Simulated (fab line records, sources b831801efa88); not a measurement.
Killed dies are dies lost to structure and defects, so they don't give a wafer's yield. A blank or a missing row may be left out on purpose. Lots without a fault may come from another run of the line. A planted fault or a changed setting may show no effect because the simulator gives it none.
Chamber matching | flow gf180mcu | GF_PASSIVATION_CVD_02 on pecvd-02: 3 sister chambers
The step deposits Si3N4, target thk 700 nm, time 486.18 s. 14 wafers are shown with their chamber, then 7 later ones without.

WAFERS WITH THEIR CHAMBER
wafer  | chamber | heater_power_w (W) | heater_power_outer_w (W)
L928.1 | 2       | 882                | 504
L928.3 | 1       | 626                | 378
L928.5 | 1       | 681                | 392
L931.3 | 1       | 594                | 349
L931.4 | 1       | 651                | 381
L931.6 | 2       | 878                | 502
L933.2 | 1       | 733                | 430
L933.3 | 2       | 776                | 430
L933.4 | 0       | 694                | 469
L935.1 | 2       | 854                | 479
L935.3 | 1       | 625                | 376
L935.6 | 2       | 904                | 484
L936.3 | 2       | 869                | 490
L936.5 | 0       | 582                | 390

SIGNATURES (means of the wafers above)
reading              | chamber 0 | chamber 1 | chamber 2 | scatter within a chamber
heater_power_w       | 638.00    | 651.67    | 860.50    | 50.8
heater_power_outer_w | 429.50    | 384.33    | 481.50    | 30.6
Rule: a wafer's distance from a chamber is the root of the sum, over the readings, of the square of ((its reading less the chamber's mean) divided by the reading's scatter). The wafer belongs to the nearest chamber; if the next one is less than 2 further off, it can't be placed. The scatter: the root of (the sum of the squares of (reading less its chamber's mean) over the shown wafers, divided by (wafers less chambers)).

WAFERS WITHOUT THEIR CHAMBER
wafer  | heater_power_w (W) | heater_power_outer_w (W)
L936.6 | 883                | 499
L939.3 | 645                | 444
L939.4 | 680                | 412
L939.5 | 675                | 472
L940.1 | 642                | 373
L940.5 | 723                | 488
L940.6 | 678                | 392

WHICH CHAMBER EACH WENT THROUGH
wafer  | from the rows above          | in truth
L936.6 | 2                            | 2
L939.3 | can't be placed: 0 or 1      | 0
L939.4 | can't be placed: 0 or 1      | 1
L939.5 | can't be placed: 0 or 1      | 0
L940.1 | can't be placed: 1 or 0      | 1
L940.5 | can't be placed: 0 or 2 or 1 | 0
L940.6 | can't be placed: 1 or 0      | 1
Placed correctly: 1 of 7. Can't be placed from these rows: 6 (the true chamber is among the candidates in 6). Placed wrongly: 0.
